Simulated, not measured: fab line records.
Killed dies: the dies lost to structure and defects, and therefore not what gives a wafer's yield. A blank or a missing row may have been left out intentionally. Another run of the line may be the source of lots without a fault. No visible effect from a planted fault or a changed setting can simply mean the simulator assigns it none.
Tool commonality check -- flow sky130 -- 15 lots and 45 wafers in the sample

WHAT PROMPTED THE OPENING
At SKY_POLY_GATE_THK_MEAS_01 the reading POLY_GATE_CVD_00_THK is flagged on 3 of 15 lots. Fault-free wafers read 178.8 nm, with a standard deviation of 1.5.
Rule: a lot gets a flag if all its wafers with a number sit over 4 standard deviations from that mean, or if no wafer of it has a number. The rest of the lots are taken to be sound.

lot,measured,on,"POLY_GATE_CVD_00_THK (nm), wafer by wafer",flag
L931,day 13 18:50,filmMetro-02,177.8 177.3 178.1,
L933,day 14 18:14,filmMetro-01,180.2 179.1 179.5,
L934,day 14 20:34,filmMetro-02,175.4 176.2 175.5,
L936,day 15 12:29,filmMetro-01,179.7 178.1 179.3,
L937,day 15 23:18,filmMetro-03,179.2 177.8 178.8,
L938,day 16 04:34,filmMetro-03,176.6 177.8 176.6,
L939,day 16 11:17,filmMetro-03,177.9 178.1 177.9,
L940,day 17 04:26,filmMetro-01,179.2 179.3 179.2,
L941,day 17 10:08,filmMetro-01,178.2 175.7 176.2,
L942,day 17 22:31,filmMetro-01,177.0 178.4 176.7,
L943,day 18 07:09,filmMetro-03,179.0 180.4 179.9,
L944,day 18 12:11,filmMetro-02,196.7 197.2 197.8,FLAGGED
L945,day 18 13:23,filmMetro-03,196.6 196.9 197.2,FLAGGED
L946,day 19 02:25,filmMetro-03,194.1 194.1 194.1,FLAGGED
L950,day 21 22:11,filmMetro-03,178.2 179.9 178.4,
On average the flagged lots' numbers are 196.1 nm, which is +17.3 nm against the usual, or +12 standard deviations.

WHICH TOOL EACH LOT WENT THROUGH
The record keeps 1 process step preceding the reading, out of 708 steps on the route. Cell contents, in order: the tool; ch with the chambers the sampled wafers went through; the start.
lot,flag,SKY_POLY_GATE_CVD_00
L931,,"lpcvd-01 ch 1, day 13 17:38"
L933,,"lpcvd-01 ch 0, day 14 16:26"
L934,,"lpcvd-01 ch 1, day 14 18:46"
L936,,"lpcvd-01 ch 0, day 15 11:16"
L937,,"lpcvd-01 ch 1, day 15 22:06"
L938,,"lpcvd-01 ch 1, day 16 03:20"
L939,,"lpcvd-01 ch 0, day 16 10:05"
L940,,"lpcvd-01 ch 0, day 17 03:14"
L941,,"lpcvd-01 ch 0, day 17 08:56"
L942,,"lpcvd-01 ch 1, day 17 21:19"
L943,,"lpcvd-01 ch 0, day 18 05:57"
L944,FLAGGED,"lpcvd-01 ch 1, day 18 10:59"
L945,FLAGGED,"lpcvd-01 ch 1, day 18 12:11"
L946,FLAGGED,"lpcvd-01 ch 1, day 19 01:13"
L950,,"lpcvd-01 ch 0, day 21 20:59"
What is done by these steps:
- SKY_POLY_GATE_CVD_00: deposits poly-Si, target thk 180 nm, time 720 s.
- SKY_POLY_GATE_THK_MEAS_01

FLAGGED OVER TOTAL, TOOL BY TOOL (the gauges that took the reading come last)
step,tool,lots run,flagged,share of the flagged lots,sound lots run after its first flagged lot
SKY_POLY_GATE_CVD_00,lpcvd-01,15,3,all,1 (L950)
SKY_POLY_GATE_THK_MEAS_01,filmMetro-01,5,0,none,-
SKY_POLY_GATE_THK_MEAS_01,filmMetro-02,3,1,some,0
SKY_POLY_GATE_THK_MEAS_01,filmMetro-03,7,2,some,1 (L950)

THE TABLE: WHAT IT ALLOWS
1 row of the table ran every flagged lot: lpcvd-01 at SKY_POLY_GATE_CVD_00.
- lpcvd-01 at SKY_POLY_GATE_CVD_00 ran 15 lots, 3 of them flagged. Lots that were sound ran on it after the first flagged one (L950); a persistent fault on the entire tool would not allow that. Its own readings (pressureMtorr) fall more than 4 standard deviations out on all wafers of the flagged lots.
No row of the table ran every flagged lot and no sound lot after the first.

WHAT THE SIMULATOR HAD PUT IN
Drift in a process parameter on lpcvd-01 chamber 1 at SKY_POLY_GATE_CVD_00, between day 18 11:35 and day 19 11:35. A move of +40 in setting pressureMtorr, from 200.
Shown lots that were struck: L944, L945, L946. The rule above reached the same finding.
